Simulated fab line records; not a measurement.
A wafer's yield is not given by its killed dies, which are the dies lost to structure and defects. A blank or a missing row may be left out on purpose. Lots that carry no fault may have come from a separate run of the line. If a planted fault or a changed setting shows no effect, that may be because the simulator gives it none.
A struck lot beside a sound one / flow sky130 / 17 steps out of a route of 708
Sound: the wafers L221.3, L221.5, L221.6. Struck: wafer L232.6. Last of all comes the cause.
For every step that has rows: the tool of each side, followed by ch and its chambers, followed by its first start. Under that, the readings that differ: sound wafers / struck wafers / difference of the means / sigmas: that difference in standard deviations of wafers without a fault.
alike: words and numbers the same on both sides, and readings whose means are apart by under 2 such deviations; not compared: readings that were withheld, readings missing a value for some wafer, numbers with overlapping values and no deviation given by the record, and bounds like >300 which may hide the same value.
The two part at a step that has a row with sigmas, a row that says differs or no value, or rows on one side only. Numbers that don't overlap but have no deviation are shown without sigmas and don't part them. Lack of a reading on every wafer of one side parts them only where that side has two or more wafers.

first, 5 steps without rows for these wafers: SKY_SD_N_COAT_02 (resist thk 1140 nm); SKY_SD_N_SOFTBAKE_03 (time 60 s); SKY_SD_N_EXPOSE_04 (exposes mask NSDM, target cd 380 nm); SKY_SD_N_PEB_05; SKY_SD_N_DEVELOP_06 (develop time 60 s).
SKY_SD_N_CD_MEAS_07: the cd target is 380 nm.
  sound: cd sem-01 at day 30 13:07; struck: cd sem-01 at day 33 21:19
  alike: cd nm
SKY_SD_N_OVL_MEAS_08:
  sound: overlay-02 at day 30 13:13; struck: overlay-01 at day 33 21:22
  alike: SD_N_OVL
then, 2 steps without rows for these wafers: SKY_SD_N_IMPLANT_09; SKY_SD_N_IMPLANT_10.
SKY_SD_N_STRIP_11: strips in O2/N2.
  sound on plasma asher-02 ch 0,1, day 30 13:34; struck on plasma asher-04 ch 1, day 33 21:45
  alike: drypump motor current A, oes product au, strip time to endpoint s
  not compared: rf hours counter h
SKY_SD_N_TW_MEAS_12:
  sound: film metro-03 at day 30 13:39; struck: film metro-02 at day 33 21:50
  alike: SD_N_TW
then, 1 step without rows for these wafers: SKY_SD_N_CLEAN_13 (cleans in SC1/SC2, time 150 s).
SKY_SD_N_RTA_14: time 2 s.
  sound on rtp anneal-01 ch 0, day 30 13:46; struck on rtp anneal-02 ch 0, day 33 21:56
reading=wafer_temp_C_max; sound=1078.4 1078.1 1077.7; struck=1083.7; difference=+5.6; sigmas=+4
  alike: lamp power pct, ramp down c per s
SKY_SD_N_RS_MEAS_16: the measuring method here is four-point-probe.
  sound: film metro-02 at day 30 13:58; struck: film metro-03 at day 33 22:10
reading=SD_N_RS (ohm/sq); sound=68.31 68.32 68.36; struck=67.71; difference=-0.62; sigmas=-4
SKY_SD_N_RS_MEAS_17: the measuring method here is four-point-probe.
  sound: film metro-02 at day 30 14:05; struck: film metro-03 at day 33 22:17
reading=SD_P_RS (ohm/sq); sound=146.5 146.5 146.8; struck=143.2; difference=-3.4; sigmas=-8
SKY_SD_N_RS_MEAS_18: the measuring method here is four-point-probe.
  sound: film metro-02 at day 30 14:12; struck: film metro-03 at day 33 22:24
  alike: RES_XHIGH_RS
-- record jumps: 16 days separate the struck wafers' starts on either side; left off in module SD_N, taken up again in module PAD_OPEN, whose first shown step is the route's number 708 --
SKY_PAD_OPEN_PROBE_99:
  sound: prober-01 at day 47 17:09; struck: prober-02 at day 49 22:13
reading=killed dies; sound=101 94 93; struck=76; difference=-20; sigmas=-2
reading=killed short; sound=65 53 35; struck=33; difference=-18; sigmas=-3
reading=model.etest.res pdiff.line ohm um; sound=1381 1387 1372; struck=1346; difference=-34; sigmas=
reading=model.etest.licon high po.rc ohm; sound=340.6 342.6 337.7; struck=343.6; difference=+3.3; sigmas=
reading=model.etest.res high po.rs ohm sq; sound=261.7 254.3 262.9; struck=253.9; difference=-5.7; sigmas=
reading=model.etest.res pdiff hv.rs ohm sq; sound=189.6 189.2 189.9; struck=186.8; difference=-2.8; sigmas=
reading=model.etest.res pdiff.rs ohm sq; sound=194.7 195.2 195.7; struck=194.4; difference=-0.8; sigmas=
  alike: killed_at_M0_to_M3, killed_at_M4_up, killed at contacts, killed at front end, killed at other, killed open
  not compared: model.etest.res high po.line ohm um

WHERE THEY PART
At SKY_SD_N_RTA_14 first; at SKY_PAD_OPEN_PROBE_99 last (within this record only).

WHY: what the simulator had put in
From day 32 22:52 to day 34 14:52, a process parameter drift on rtp anneal-02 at SKY_SD_N_RTA_14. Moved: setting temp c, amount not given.
